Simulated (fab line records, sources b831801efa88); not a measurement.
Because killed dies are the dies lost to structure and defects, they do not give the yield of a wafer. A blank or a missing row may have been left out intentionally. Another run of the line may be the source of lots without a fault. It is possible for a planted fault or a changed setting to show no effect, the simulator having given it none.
fab line records	flow sky130
[record] lots = 5	wafers = 15	last_day = 50
route steps=708 shown VIA3@585 METAL4@598 PAD_OPEN@708
lots that met no fault: taken from a fault-free run of the same line
start_h: hours from the record's opening day to when the first of the lot's shown wafers began	wait_h: hours elapsed since this lot's preceding step	" repeats the value in the row above	L1.1+2: a single row standing in for several wafers	- no value, or no start given	* or withheld: withheld	< > ~ a bound
route shown NAME@n: a module of which the file shows steps, and the number in the route of the first	usual: the fault-free wafers' mean and standard deviation	same: alike in all rows	chamber/n: place in a boat	sites: the reading at each site	_std_site: standard deviation of those values	_edge_site: mean of outer sites minus mean of inner sites	radius_mm: for every site, how far away it sits from the centre of the wafer	mask NAME#n: copy n	behind: the tool/chamber that last shaped the wafer	hold: the reason the lot was held/the length of the hold in hours/how it ended	device: whichever transistor did not switch (one of n, p or np)	end of line: tests run on the same wafers once the route is complete	step lacking rows: just its recipe	killed: dies lost to structure and defects at the first sort, not the wafer's yield	map: a wafer's dies, x killed, . not, _ none there
set.NAME: the run value of the setting; set.NAME@STEP: its run value at that earlier step	model.NAME: the simulator's own value behind a step, which no gauge read
certain route steps with their lots: each step a table, each wafer a row
services: when a tool's chamber went out of use (start_h, in hours from the record's first day, below 0 if earlier), for how many hours, and the reason
[[steps]]
[step SKY_VIA3_CD_MEAS_12]
[recipe] target_cd_nm = 200
[usual] cd_nm = 199.8/1.4
lot.wafer	tool	chamber	start_h	wait_h	cd_nm
L157.1	cd_sem-01	-	974.30	-	201.5
L157.2	"	-	"	"	201.9
L157.6	"	-	"	"	201.8
L162.2	cd_sem-01	-	1007.72	-	199.8
L162.4	"	-	"	"	200.6
L162.5	"	-	"	"	200.1
L164.2	cd_sem-01	-	1018.77	-	200.7
L164.3	"	-	"	"	199.8
L164.4	"	-	"	"	199.8
L166.2	cd_sem-01	-	1044.47	-	199.7
L166.4	"	-	"	"	200.4
L166.5	"	-	"	"	199.5
L172.2	cd_sem-02	-	1066.58	-	199.3
L172.4	"	-	"	"	200.4
L172.5	"	-	"	"	200.6
[step SKY_VIA3_OVL_MEAS_13]
[usual] VIA3_OVL = -2/5.4
lot.wafer	tool	chamber	start_h	wait_h	VIA3_OVL[nm]
L157.1	overlay-02	-	974.42	0.1	1
L157.2	"	-	"	"	4
L157.6	"	-	"	"	1
L162.2	overlay-02	-	1007.83	0.1	0
L162.4	"	-	"	"	-6
L162.5	"	-	"	"	2
L164.2	overlay-02	-	1018.87	0.1	-3
L164.3	"	-	"	"	1
L164.4	"	-	"	"	-1
L166.2	overlay-01	-	1044.57	0.1	6
L166.4	"	-	"	"	3
L166.5	"	-	"	"	-3
L172.2	overlay-01	-	1066.68	0.1	-8
L172.4	"	-	"	"	-4
L172.5	"	-	"	"	-1
[step SKY_VIA3_ETCH_14]
[recipe] chemistry = N2/H2	target = BARC	ion_energy_ev = 200	source_w = 500	bias_w = 100	pressure_mtorr = 30	n2_flow_sccm = 100	h2_flow_sccm = 200	stop_on = SiO2	time_s = 45.9	target_depth_a = 600
[usual] drypump_motor_current_A = 5.7/0.32	oes_product_au = 0.855/0.0045	rf_fwd_power_W = 495.3/1.6	throttle_valve_pct = 13.224/0.0088
lot.wafer	tool	chamber	start_h	wait_h	drypump_motor_current_A	oes_product_au	rf_fwd_power_W	rf_hours_counter_h	throttle_valve_pct
L157.1	rie_diel-03	3	974.45	0.0	6.4	0.860	495.1	10	13.231
L157.2	"	2	"	"	5.2	0.849	494.8	9	13.214
L157.6	"	2	"	"	5.2	0.853	496.5	-	13.229
L162.2	rie_diel-04	0	1007.86	0.0	5.5	0.855	491.0	7	13.219
L162.4	"	3	"	"	5.6	0.858	497.4	25	13.226
L162.5	"	1	"	"	5.8	0.859	494.4	-	13.220
L164.2	rie_diel-01	1	1018.90	0.0	5.6	0.847	495.5	17	13.220
L164.3	"	0	"	"	6.2	0.851	496.8	9	13.238
L164.4	"	3	"	"	5.7	0.855	494.4	1	13.222
L166.2	rie_diel-03	3	1044.60	0.0	6.4	0.857	498.3	12	13.227
L166.4	"	2	"	"	5.2	0.859	495.5	12	13.234
L166.5	"	0	"	"	5.7	0.855	495.4	-	13.215
L172.2	rie_diel-04	2	1066.71	0.0	5.5	0.849	495.9	20	13.225
L172.4	"	3	"	"	5.6	0.857	495.0	-	13.222
L172.5	"	2	"	"	5.5	0.852	492.0	-	13.222
[step SKY_VIA3_ETCH_15]
[recipe] target = SiO2	chemistry = C4F8/O2/Ar	target_depth_nm = 507	stop_on = TiN	mask_material = KrF-thick	source_w = 1500	bias_w = 1200	pressure_mtorr = 40	c4f8_flow_sccm = withheld	O2_flow_sccm = 6	Ar_flow_sccm = 300	time_s = 78
[usual] oes_product_au = 0.946/0.0047	rf_fwd_power_W = 1490/5.6
lot.wafer	tool	chamber	start_h	wait_h	oes_product_au	rf_fwd_power_W	rf_hours_counter_h
L157.1	rie_diel-03	3	974.50	0.0	0.946	1495	10
L157.2	"	2	"	"	0.950	1485	9
L157.6	"	2	"	"	0.946	1490	-
L162.2	rie_diel-04	0	1007.90	0.0	0.945	1479	7
L162.4	"	3	"	"	0.950	1482	25
L162.5	"	1	"	"	0.957	1484	-
L164.2	rie_diel-01	1	1018.95	0.0	0.949	1490	17
L164.3	"	0	"	"	0.950	1490	9
L164.4	"	3	"	"	0.944	1491	1
L166.2	rie_diel-03	3	1044.65	0.0	0.946	1493	12
L166.4	"	2	"	"	0.944	1486	12
L166.5	"	0	"	"	0.949	1486	-
L172.2	rie_diel-04	2	1066.75	0.0	0.949	1493	20
L172.4	"	3	"	"	0.932	1491	-
L172.5	"	2	"	"	0.947	1490	-
[step SKY_VIA3_STRIP_16]
[recipe] chemistry = O2/N2	power_w = 1400	pressure_mtorr = 1500	platen_temp_c = withheld	o2_flow_sccm = 3000	n2_flow_sccm = 300	overash_fraction = 0.5
[usual] drypump_motor_current_A = 5.7/0.38	oes_product_au = 0.402/0.0048	strip_time_to_endpoint_s = 4.122/0.028
[same] overash_fraction = 0.5
lot.wafer	tool	chamber	start_h	wait_h	drypump_motor_current_A	oes_product_au	rf_hours_counter_h	strip_time_to_endpoint_s
L157.1	plasma_asher-01	0	974.56	0.0	5.0	0.414	22	4.187
L157.2	"	1	"	"	5.7	0.411	22	4.157
L157.6	"	1	"	"	5.7	0.401	-	4.153
L162.2	plasma_asher-02	1	1007.96	0.0	6.4	0.412	82	4.165
L162.4	"	1	"	"	6.4	0.405	-	4.105
L162.5	"	0	"	"	5.7	0.398	-	4.121
L164.2	plasma_asher-02	0	1019.01	0.0	5.7	0.400	83	4.146
L164.3	"	0	"	"	5.7	0.406	-	4.138
L164.4	"	1	"	"	6.3	0.399	-	4.123
L166.2	plasma_asher-01	0	1044.71	0.0	5.0	0.401	29	4.158
L166.4	"	1	"	"	5.7	0.397	-	4.112
L166.5	"	0	"	"	5.0	0.395	-	4.137
L172.2	plasma_asher-02	1	1066.81	0.0	6.3	0.398	88	4.070
L172.4	"	0	"	"	5.7	0.409	-	4.072
L172.5	"	0	"	"	5.7	0.398	-	4.048
[step SKY_VIA3_STRIP_17]
[recipe] chemistry = post_etch_residue_remover	time_s = 1200	temp_c = 72.5
[step SKY_VIA3_CLEAN_18]
[recipe] chemistry = IPA	time_s = 180	temp_c = 25
[step SKY_VIA3_CLEAN_19]
[recipe] chemistry = O3/DIW	dry = n2_spin
[step SKY_VIA3_SPUTTER_20]
[recipe] material = TiN	target_thk_nm = 20	chamber_pressure_pa = 5	power_w = 4000	time_s = 80
[step SKY_VIA3_CVD_21]
[recipe] material = W	target_thk_nm = 390	time_s = 117.31	temp_c = 400	pressure_torr = 40
[usual] heater_power_outer_w = 502/33	heater_power_w = 819/62
lot.wafer	tool	chamber	start_h	wait_h	heater_power_outer_w	heater_power_w
L157.1	cvd_w-01	0	975.21	0.0	471	793
L157.2	"	1	"	"	472	791
L157.6	"	0	"	"	475	793
L162.2	cvd_w-02	1	1008.62	0.0	532	782
L162.4	"	1	"	"	520	795
L162.5	"	0	"	"	535	917
L164.2	cvd_w-01	1	1019.66	0.0	487	770
L164.3	"	0	"	"	475	784
L164.4	"	1	"	"	472	762
L166.2	cvd_w-02	1	1045.37	0.0	518	773
L166.4	"	0	"	"	530	939
L166.5	"	0	"	"	549	909
L172.2	cvd_w-02	1	1067.47	0.0	513	795
L172.4	"	1	"	"	524	791
L172.5	"	0	"	"	542	903
[step SKY_VIA3_RS_MEAS_22]
[recipe] thk_meas_gauge = four-point-probe	reads = W_of_VIA3_CVD_21+TiN_of_VIA3_SPUTTER_20
[usual] VIA3_W_RS = 0.295/0.0035
lot.wafer	tool	chamber	start_h	wait_h	VIA3_W_RS[ohm/sq]
L157.1	film_metro-04	-	975.34	0.1	0.300
L157.2	"	-	"	"	0.295
L157.6	"	-	"	"	0.296
L162.2	film_metro-03	-	1008.76	0.1	0.298
L162.4	"	-	"	"	0.301
L162.5	"	-	"	"	0.298
L164.2	film_metro-03	-	1019.80	0.1	0.290
L164.3	"	-	"	"	0.295
L164.4	"	-	"	"	0.288
L166.2	film_metro-04	-	1045.51	0.1	0.296
L166.4	"	-	"	"	0.295
L166.5	"	-	"	"	0.294
L172.2	film_metro-03	-	1067.61	0.1	0.298
L172.4	"	-	"	"	0.295
L172.5	"	-	"	"	0.294
[step SKY_VIA3_THK_MEAS_23]
[recipe] thk_meas_gauge = xrf	reads = W_of_VIA3_CVD_21
[usual] VIA3_W_THK = 399/7.2
lot.wafer	tool	chamber	start_h	wait_h	VIA3_W_THK[nm]
L157.1	film_metro-04	-	975.46	0.1	401
L157.2	"	-	"	"	409
L157.6	"	-	"	"	409
L162.2	film_metro-03	-	1008.87	0.1	392
L162.4	"	-	"	"	387
L162.5	"	-	"	"	389
L164.2	film_metro-03	-	1019.91	0.1	399
L164.3	"	-	"	"	391
L164.4	"	-	"	"	406
L166.2	film_metro-04	-	1045.62	0.1	400
L166.4	"	-	"	"	404
L166.5	"	-	"	"	400
L172.2	film_metro-03	-	1067.72	0.1	393
L172.4	"	-	"	"	397
L172.5	"	-	"	"	398
[step SKY_VIA3_CMP_24]
[recipe] stop_on = SiO2	t_overpolish_s = 20	down_force_psi = 3.5	platen_rpm = 60	target_thk_nm = 0	pad_velocity_m_s = 0.94248
[usual] motor_current_A = 11.5/1.2	overpolish_run_s = 20.000/0.0095	platen_rpm = 60.00/0.042	time_to_endpoint_s = 96/5.1
lot.wafer	tool	chamber	start_h	wait_h	motor_current_A	overpolish_run_s	platen_rpm	time_to_endpoint_s
L157.1	cmp-02	3	975.52	0.1	10.8	20.012	60.00	99
L157.2	"	2	"	"	10.9	20.015	59.95	94
L157.6	"	0	"	"	12.3	19.992	60.09	100
L162.4	cmp-02	3	1008.96	0.1	9.8	20.002	60.04	97
L162.2	"	2	"	"	10.6	20.008	60.02	95
L162.5	"	0	"	"	11.9	20.007	60.02	102
L164.3	cmp-02	0	1019.96	0.0	11.9	20.016	60.02	98
L164.4	"	2	"	"	10.7	19.993	59.99	96
L164.2	"	3	"	"	9.8	19.993	60.02	95
L166.2	cmp-01	0	1045.77	0.1	12.3	19.997	60.00	100
L166.4	"	1	"	"	13.6	19.989	60.00	90
L166.5	"	2	"	"	10.1	20.002	59.92	101
L172.2	cmp-02	0	1067.95	0.2	12.5	19.987	54.04	117
L172.4	"	1	"	"	13.0	19.992	59.97	103
L172.5	"	3	"	"	10.4	19.994	60.01	104
[step SKY_METAL4_SPUTTER_00]
[recipe] material = Ti	target_thk_nm = 15	power_w = 3000	time_s = 10	chamber_pressure_pa = 0.4
[usual] chamber_pressure_pa = 0.4001/0.0008	throttle_valve_pct = 30.1/1
lot.wafer	tool	chamber	start_h	wait_h	chamber_pressure_pa	throttle_valve_pct
L157.1	pvd_sputter-01	-	975.82	0.2	0.3994	30.5
L157.2	"	-	"	"	0.3993	29.1
L157.6	"	-	"	"	0.3993	28.6
L162.2	pvd_sputter-03	-	1009.26	0.1	0.3994	31.6
L162.4	"	-	"	"	0.4006	28.4
L162.5	"	-	"	"	0.3989	31.4
L164.2	pvd_sputter-02	-	1020.26	0.1	0.4007	29.6
L164.3	"	-	"	"	0.4010	31.2
L164.4	"	-	"	"	0.3995	29.8
L166.2	pvd_sputter-03	-	1045.97	0.1	0.4008	29.8
L166.4	"	-	"	"	0.3989	30.6
L166.5	"	-	"	"	0.4001	31.5
L172.2	pvd_sputter-03	-	1068.15	0.1	0.3992	28.7
L172.4	"	-	"	"	0.3998	31.9
L172.5	"	-	"	"	0.3995	28.7
[step SKY_PAD_OPEN_PROBE_99]
[usual] defect_limited_yield = 82.5/2.2	killed_at_M0_to_M3 = 43/7.5	killed_at_M4_up = 3.2/1.9	killed_at_contacts = 24/5.6	killed_at_front_end = 15/4.8	killed_at_other = 0.2/0.54	killed_dies = 86/11	killed_open = 47/7.6	killed_short = 39/7.1	sort_bin_3_pad_short = 0.8/0.36	sort_bin_5_function = 10.4/1.6	sort_bin_6_memory = 6.3/1.3	sort_n_pass = 406/11	sort_yield_pct = 82.5/2.2
[same] gross_dies = 492	killed_at_back_side = 0	sort_bin_4_leakage[%] = 0	sort_bin_8_speed[%] = 0
lot.wafer	tool	chamber	start_h	wait_h	defect_limited_yield[%]	killed_at_M0_to_M3	killed_at_M4_up	killed_at_contacts	killed_at_front_end	killed_at_other	killed_dies	killed_open	killed_short	sort_bin_3_pad_short[%]	sort_bin_5_function[%]	sort_bin_6_memory[%]	sort_n_pass	sort_yield_pct[%]
L157.1	prober-02	-	1118.55	0.1	80.9	46	2	33	13	0	94	55	39	0.6	11.2	7.3	398	80.9
L157.2	prober-02	-	1118.60	0.1	82.7	47	5	19	14	0	85	46	39	0.6	9.3	7.3	407	82.7
L157.6	prober-02	-	1118.80	0.2	80.9	39	6	31	17	1	94	54	40	1.6	10.4	7.1	398	80.9
L162.2	prober-02	-	1146.35	0.1	83.1	45	4	22	12	0	83	49	34	0.6	11.4	4.9	409	83.1
L162.4	prober-02	-	1146.45	0.2	83.7	41	3	28	8	0	80	57	23	0.6	10.2	5.5	412	83.7
L162.5	prober-02	-	1146.50	0.2	84.3	40	0	26	11	0	77	50	27	1.0	7.9	6.7	415	84.3
L164.2	prober-02	-	1156.93	0.1	81.9	38	4	19	28	0	89	54	35	0.6	10.8	6.7	403	81.9
L164.3	prober-02	-	1156.98	0.2	82.3	45	8	14	20	0	87	52	35	0.8	10.8	6.1	405	82.3
L164.4	prober-02	-	1157.03	0.2	79.5	43	1	26	31	0	101	63	38	1.6	12.6	6.3	391	79.5
L166.2	prober-01	-	1174.47	0.1	83.7	39	2	31	8	0	80	49	31	1.0	9.1	6.1	412	83.7
L166.4	prober-01	-	1174.57	0.2	79.7	43	3	34	20	0	100	54	46	0.6	12.6	7.1	392	79.7
L166.5	prober-01	-	1174.62	0.2	80.7	57	2	25	10	1	95	55	40	1.2	9.8	8.3	397	80.7
L172.2	prober-02	-	1193.16	0.1	81.3	36	2	32	22	0	92	36	56	1.0	9.8	7.9	400	81.3
L172.4	prober-02	-	1193.26	0.2	81.3	34	5	36	17	0	92	54	38	1.2	12.2	5.3	400	81.3
L172.5	prober-02	-	1193.31	0.2	80.9	41	2	25	24	2	94	46	48	1.0	11.6	6.5	398	80.9
// killed by level:class
L157.1 CONTACT:geometric_particle:open=15 VIA1:geometric_particle:open=10 VIA2:geometric_particle:open=8 LI_CONTACT:geometric_particle:open=7 CONTACT:geometric_particle:short=7 METAL2:geometric_particle:short=6 METAL1:geometric_particle:short=6 FIELD_ISO:geometric_particle:short=4
L157.2 VIA2:geometric_particle:open=10 CONTACT:geometric_particle:open=8 VIA1:geometric_particle:open=8 VIA1:geometric_particle:short=7 FIELD_ISO:geometric_particle:open=5 METAL2:geometric_particle:short=5 METAL3:geometric_particle:short=5 VIA3:geometric_particle:open=4
L157.6 LI_CONTACT:geometric_particle:open=11 VIA1:geometric_particle:open=9 CONTACT:geometric_particle:open=9 VIA3:geometric_particle:open=7 METAL4:geometric_particle:short=6 FIELD_ISO:geometric_particle:open=4 VIA2:geometric_particle:open=4 CONTACT:geometric_particle:short=4
L162.2 CONTACT:geometric_particle:open=9 LI_CONTACT:geometric_particle:open=9 VIA3:geometric_particle:open=9 VIA1:geometric_particle:open=8 VIA1:geometric_particle:short=6 METAL2:geometric_particle:short=5 VIA2:geometric_particle:open=5 VIA2:geometric_particle:short=5
L162.4 VIA1:geometric_particle:open=19 LI_CONTACT:geometric_particle:open=11 CONTACT:geometric_particle:open=10 VIA3:geometric_particle:open=8 LOCAL_INTERCONNECT:geometric_particle:short=4 VIA1:geometric_particle:short=4 METAL2:geometric_particle:short=3 FIELD_ISO:geometric_particle:short=2
L162.5 VIA1:geometric_particle:open=14 CONTACT:geometric_particle:open=11 VIA2:geometric_particle:open=8 LI_CONTACT:geometric_particle:open=7 CONTACT:geometric_particle:short=5 FIELD_ISO:geometric_particle:short=4 VIA1:geometric_particle:short=4 VIA3:geometric_particle:open=4
L164.2 VIA3:geometric_particle:open=10 FIELD_ISO:geometric_particle:open=9 VIA1:geometric_particle:open=8 LI_CONTACT:geometric_particle:open=7 CONTACT:geometric_particle:open=7 POLY_GATE:geometric_particle:open=6 FIELD_ISO:geometric_particle:short=5 POLY_GATE:geometric_particle:short=5
L164.3 VIA1:geometric_particle:open=13 VIA3:geometric_particle:open=8 LI_CONTACT:geometric_particle:open=6 POLY_GATE:geometric_particle:short=5 CONTACT:geometric_particle:open=5 VIA2:geometric_particle:open=5 METAL2:geometric_particle:short=5 FIELD_ISO:geometric_particle:open=4
L164.4 FIELD_ISO:geometric_particle:open=13 VIA1:geometric_particle:open=12 CONTACT:geometric_particle:open=9 LI_CONTACT:geometric_particle:open=9 FIELD_ISO:geometric_particle:short=5 POLY_GATE:geometric_particle:short=5 POLY_GATE:geometric_particle:open=5 METAL1:geometric_particle:short=5
L166.2 CONTACT:geometric_particle:open=13 VIA1:geometric_particle:open=13 CONTACT:geometric_particle:short=9 LI_CONTACT:geometric_particle:open=6 VIA3:geometric_particle:open=5 VIA2:geometric_particle:open=4 VIA1:geometric_particle:short=4 METAL2:geometric_particle:short=3
L166.4 CONTACT:geometric_particle:open=20 VIA1:geometric_particle:short=10 VIA1:geometric_particle:open=8 METAL2:geometric_particle:short=8 VIA2:geometric_particle:open=7 FIELD_ISO:geometric_particle:open=5 LI_CONTACT:geometric_particle:open=5 FIELD_ISO:geometric_particle:short=4
L166.5 VIA1:geometric_particle:open=12 VIA1:geometric_particle:short=10 VIA3:geometric_particle:open=9 VIA2:geometric_particle:open=8 CONTACT:geometric_particle:open=8 METAL2:geometric_particle:short=7 LI_CONTACT:geometric_particle:open=5 CONTACT:geometric_particle:short=5
L172.2 CONTACT:geometric_particle:open=11 METAL2:geometric_particle:short=8 FIELD_ISO:geometric_particle:short=7 LI_CONTACT:geometric_particle:open=7 VIA1:geometric_particle:open=7 POLY_GATE:geometric_particle:short=6 LI_CONTACT:geometric_particle:short=5 CONTACT:geometric_particle:short=5
L172.4 CONTACT:geometric_particle:open=12 LI_CONTACT:geometric_particle:open=11 VIA1:geometric_particle:open=9 VIA3:geometric_particle:open=8 VIA1:geometric_particle:short=6 FIELD_ISO:geometric_particle:open=5 LOCAL_INTERCONNECT:geometric_particle:short=5 CONTACT:geometric_particle:short=5
L172.5 CONTACT:geometric_particle:open=8 LI_CONTACT:geometric_particle:open=7 VIA1:geometric_particle:open=7 METAL1:geometric_particle:short=6 POLY_GATE:geometric_particle:open=6 POLY_GATE:geometric_particle:short=6 FIELD_ISO:geometric_particle:open=5 METAL2:geometric_particle:short=5
[[services]]
tool	chamber	start_h	hours	kind
pvd_sputter-03	-	950.54	4.1	repair
plasma_asher-02	-	953.58	6.3	repair
cvd_w-01	0	957.94	3.7	repair
cmp-02	-	960.62	4.5	repair
cvd_w-02	0	962.46	3.0	repair
plasma_asher-01	-	964.30	4.3	pm
pvd_sputter-02	-	966.98	1.5	repair
rie_diel-01	3	974.33	-	clean
rie_diel-01	3	974.33	12.4	scheduled_down
cvd_w-01	-	986.41	4.7	repair
rie_diel-03	3	999.19	5.2	repair
cmp-02	-	999.46	1.2	repair
rie_diel-03	1	1001.47	14.9	repair
rie_diel-03	3	1006.94	6.8	repair
pvd_sputter-01	-	1018.39	15.8	repair
cvd_w-01	0	1025.39	22.1	repair
cvd_w-02	1	1027.31	1.9	repair
rie_diel-04	1	1033.12	8.0	repair
rie_diel-03	-	1046.18	28.1	pm
rie_diel-04	0	1061.28	13.1	repair
cvd_w-01	1	1063.30	2.1	repair
cmp-02	-	1063.77	0.3	repair
cmp-01	-	1066.94	6.1	repair
plasma_asher-02	-	1067.98	1.8	repair
[[key]]
[first_sign] step = SKY_VIA3_CMP_24	reading = platen_rpm	direction = down	sigmas = 99+	usual = 60.00	struck = 54.04
[effect] step = SKY_VIA3_CMP_24	reading = time_to_endpoint_s	direction = up	sigmas = 4	usual = *	struck = *
met_at SKY_VIA3_CMP_24
struck_wafers L172.2
onset_between 1019.96 1067.95
[fault] kind = process_parameter_drift	tool = cmp-02	chamber = 0	onset_h = 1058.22	steps = SKY_VIA3_CMP_24	channel = platen_rpm	offset = -6	shape = step	end_h = 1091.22	acts_in = these_recipes_only	stated = 60
